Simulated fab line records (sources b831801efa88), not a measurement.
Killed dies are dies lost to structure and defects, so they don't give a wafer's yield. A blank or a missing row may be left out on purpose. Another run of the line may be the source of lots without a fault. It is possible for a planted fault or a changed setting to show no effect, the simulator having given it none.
Which tool is to blame? || flow sky130 || Sampling: 11 lots, 32 wafers, 5 of 708 route steps

== WHAT THE GAUGES READ, wafer by wafer ==
SKY_METAL4_OVL_MEAS_14.
{"lot": "L881", "measured": "day 41 12:53", "on": "overlay-01", "METAL4_OVL (nm)": "2 8 3"}
{"lot": "L884", "measured": "day 42 13:40", "on": "overlay-02", "METAL4_OVL (nm)": "-2 -10 -1"}
{"lot": "L886", "measured": "day 43 07:47", "on": "overlay-02", "METAL4_OVL (nm)": "-4 -11 -13"}
{"lot": "L887", "measured": "day 43 09:35", "on": "overlay-02", "METAL4_OVL (nm)": "0 2 -1"}
{"lot": "L888", "measured": "day 43 17:31", "on": "overlay-02", "METAL4_OVL (nm)": "8 9 6"}
{"lot": "L895", "measured": "day 45 17:40", "on": "overlay-02", "METAL4_OVL (nm)": "-7 -8 -6"}
{"lot": "L896", "measured": "day 46 01:43", "on": "overlay-02", "METAL4_OVL (nm)": "-8 -8"}
{"lot": "L901", "measured": "day 46 23:47", "on": "overlay-02", "METAL4_OVL (nm)": "8 2 10"}
{"lot": "L902", "measured": "day 47 05:19", "on": "overlay-02", "METAL4_OVL (nm)": "-11 -17 -10"}
{"lot": "L903", "measured": "day 47 11:51", "on": "overlay-01", "METAL4_OVL (nm)": "-10 -5 -2"}
{"lot": "L904", "measured": "day 47 18:34", "on": "overlay-01", "METAL4_OVL (nm)": "-1 -2 3"}

SKY_VIA4_BOW_MEAS_03.
{"lot": "L881", "measured": "day 41 14:23", "on": "filmMetro-01", "VIA4_BOW (um)": "88 89 73"}
{"lot": "L884", "measured": "day 42 15:17", "on": "filmMetro-04", "VIA4_BOW (um)": "68 74 79"}
{"lot": "L886", "measured": "day 43 09:49", "on": "filmMetro-01", "VIA4_BOW (um)": "78 73 72"}
{"lot": "L887", "measured": "day 43 11:17", "on": "filmMetro-01", "VIA4_BOW (um)": "76 77 64"}
{"lot": "L888", "measured": "day 43 19:00", "on": "filmMetro-01", "VIA4_BOW (um)": "84 74 65"}
{"lot": "L895", "measured": "day 45 19:11", "on": "filmMetro-02", "VIA4_BOW (um)": "90 75 73"}
{"lot": "L896", "measured": "day 46 03:17", "on": "filmMetro-01", "VIA4_BOW (um)": "76 75"}
{"lot": "L901", "measured": "day 47 01:25", "on": "filmMetro-02", "VIA4_BOW (um)": "80 50 67"}
{"lot": "L902", "measured": "day 47 06:49", "on": "filmMetro-02", "VIA4_BOW (um)": "89 94 87"}
{"lot": "L903", "measured": "day 47 13:23", "on": "filmMetro-04", "VIA4_BOW (um)": "73 70 80"}
{"lot": "L904", "measured": "day 47 20:18", "on": "filmMetro-04", "VIA4_BOW (um)": "94 80 80"}

SKY_METAL5_RS_MEAS_05: a four-point-probe measurement.
{"lot": "L881", "measured": "day 42 15:45", "on": "filmMetro-01", "METAL5_ALCU_RS (ohm/sq)": "0.02742 0.0273 0.02731"}
{"lot": "L884", "measured": "day 43 15:56", "on": "filmMetro-03", "METAL5_ALCU_RS (ohm/sq)": "0.02683 0.02666 0.02691"}
{"lot": "L886", "measured": "day 44 09:47", "on": "filmMetro-03", "METAL5_ALCU_RS (ohm/sq)": "0.02743 0.02742 0.02721"}
{"lot": "L887", "measured": "day 44 11:08", "on": "filmMetro-04", "METAL5_ALCU_RS (ohm/sq)": "0.02728 0.02717 0.02712"}
{"lot": "L888", "measured": "day 44 18:49", "on": "filmMetro-04", "METAL5_ALCU_RS (ohm/sq)": "0.02699 0.02701 0.02704"}
{"lot": "L895", "measured": "day 46 17:42", "on": "filmMetro-04", "METAL5_ALCU_RS (ohm/sq)": "0.02622 0.02726 0.02743 0.02615 0.02726 0.02738"}
{"lot": "L896", "measured": "day 47 01:01", "on": "filmMetro-04", "METAL5_ALCU_RS (ohm/sq)": "0.02719 0.02595"}
{"lot": "L901", "measured": "day 47 23:01", "on": "filmMetro-03", "METAL5_ALCU_RS (ohm/sq)": "0.02678 0.02678 0.02673"}
{"lot": "L902", "measured": "day 48 03:41", "on": "filmMetro-04", "METAL5_ALCU_RS (ohm/sq)": "0.02691 0.0269 0.02715"}
{"lot": "L903", "measured": "day 48 10:43", "on": "filmMetro-01", "METAL5_ALCU_RS (ohm/sq)": "0.02708 0.02695 0.02694"}
{"lot": "L904", "measured": "day 48 16:17", "on": "filmMetro-01", "METAL5_ALCU_RS (ohm/sq)": "0.02739 0.02736 0.02749"}

SKY_METAL5_THK_MEAS_06: measures by xrf.
{"lot": "L881", "measured": "day 42 15:52", "on": "filmMetro-01", "METAL5_ALCU_THK (nm)": "1150 1159 1160"}
{"lot": "L884", "measured": "day 43 16:03", "on": "filmMetro-03", "METAL5_ALCU_THK (nm)": "1179 1191 1171"}
{"lot": "L886", "measured": "day 44 09:54", "on": "filmMetro-03", "METAL5_ALCU_THK (nm)": "1151 1148 1156"}
{"lot": "L887", "measured": "day 44 11:16", "on": "filmMetro-04", "METAL5_ALCU_THK (nm)": "1152 1171 1170"}
{"lot": "L888", "measured": "day 44 18:56", "on": "filmMetro-04", "METAL5_ALCU_THK (nm)": "1167 1171 1175"}
{"lot": "L895", "measured": "day 46 22:56", "on": "filmMetro-04", "METAL5_ALCU_THK (nm)": "1209 1160 1153"}
{"lot": "L896", "measured": "day 47 01:06", "on": "filmMetro-04", "METAL5_ALCU_THK (nm)": "1164 1211"}
{"lot": "L901", "measured": "day 47 23:08", "on": "filmMetro-03", "METAL5_ALCU_THK (nm)": "1181 1179 1181"}
{"lot": "L902", "measured": "day 48 03:48", "on": "filmMetro-04", "METAL5_ALCU_THK (nm)": "1185 1185 1171"}
{"lot": "L903", "measured": "day 48 10:49", "on": "filmMetro-01", "METAL5_ALCU_THK (nm)": "1173 1185 1177"}
{"lot": "L904", "measured": "day 48 16:24", "on": "filmMetro-01", "METAL5_ALCU_THK (nm)": "1151 1150 1156"}

== EACH LOT AND THE TOOL THAT RAN IT (in order: tool; ch and the chambers of the sampled wafers; start) ==
{"lot": "L881", "SKY_METAL5_SPUTTER_02": "pvdSputter-03, day 42 15:38"}
{"lot": "L884", "SKY_METAL5_SPUTTER_02": "pvdSputter-01, day 43 15:49"}
{"lot": "L886", "SKY_METAL5_SPUTTER_02": "pvdSputter-01, day 44 09:40"}
{"lot": "L887", "SKY_METAL5_SPUTTER_02": "pvdSputter-02, day 44 11:01"}
{"lot": "L888", "SKY_METAL5_SPUTTER_02": "pvdSputter-03, day 44 18:41"}
{"lot": "L895", "SKY_METAL5_SPUTTER_02": "pvdSputter-03, day 46 17:35"}
{"lot": "L896", "SKY_METAL5_SPUTTER_02": "pvdSputter-03, day 47 00:50"}
{"lot": "L901", "SKY_METAL5_SPUTTER_02": "pvdSputter-01, day 47 22:54"}
{"lot": "L902", "SKY_METAL5_SPUTTER_02": "pvdSputter-02, day 48 03:33"}
{"lot": "L903", "SKY_METAL5_SPUTTER_02": "pvdSputter-02, day 48 10:34"}
{"lot": "L904", "SKY_METAL5_SPUTTER_02": "pvdSputter-01, day 48 16:09"}
- SKY_METAL5_SPUTTER_02: material AlCu, target thk 1150 nm, time 61.2 s.

== WHAT THE TOOLS THEMSELVES READ (means of the sampled wafers that have a number; where no wafer has one, the mark that the record gives instead) ==
SKY_METAL5_SPUTTER_02.
{"lot": "L881", "tool": "pvdSputter-03", "throttleValvePct (%)": 29.1}
{"lot": "L884", "tool": "pvdSputter-01", "throttleValvePct (%)": 30.7}
{"lot": "L886", "tool": "pvdSputter-01", "throttleValvePct (%)": 30.4}
{"lot": "L887", "tool": "pvdSputter-02", "throttleValvePct (%)": 30.5}
{"lot": "L888", "tool": "pvdSputter-03", "throttleValvePct (%)": 29.3}
{"lot": "L895", "tool": "pvdSputter-03", "throttleValvePct (%)": 29.1}
{"lot": "L896", "tool": "pvdSputter-03", "throttleValvePct (%)": 29.5}
{"lot": "L901", "tool": "pvdSputter-01", "throttleValvePct (%)": 30.7}
{"lot": "L902", "tool": "pvdSputter-02", "throttleValvePct (%)": 29.5}
{"lot": "L903", "tool": "pvdSputter-02", "throttleValvePct (%)": 29.4}
{"lot": "L904", "tool": "pvdSputter-01", "throttleValvePct (%)": 30.0}

== THE ANSWER, worked out from the rows above alone ==
Rule: usual is defined by the lots themselves. Put in order of their means at a reading, lots are off if they are a third of the lots or fewer, leave a main group of 4 or more, and stand apart from it by a gap of 3 or more times the standard deviation of the main group's means; of several such gaps the widest counts. The tables above print the reading to a certain number of digits; a main group whose means all agree to those digits is not used. A lot without any number at a reading at which 4 lots or more have one is off too. Where the step has rows for the other lots, those lots are counted as sound. The gauges are gone through in route order, then the tools' own readings, and for those a lot's mean is taken as printed above. The first step at which some lot is off is used, and at that step the reading that is off furthest; a lot without a number counts as furthest.
None of the lots is off at any reading shown; this tells nothing.

== WHAT THE SIMULATOR PUT IN ==
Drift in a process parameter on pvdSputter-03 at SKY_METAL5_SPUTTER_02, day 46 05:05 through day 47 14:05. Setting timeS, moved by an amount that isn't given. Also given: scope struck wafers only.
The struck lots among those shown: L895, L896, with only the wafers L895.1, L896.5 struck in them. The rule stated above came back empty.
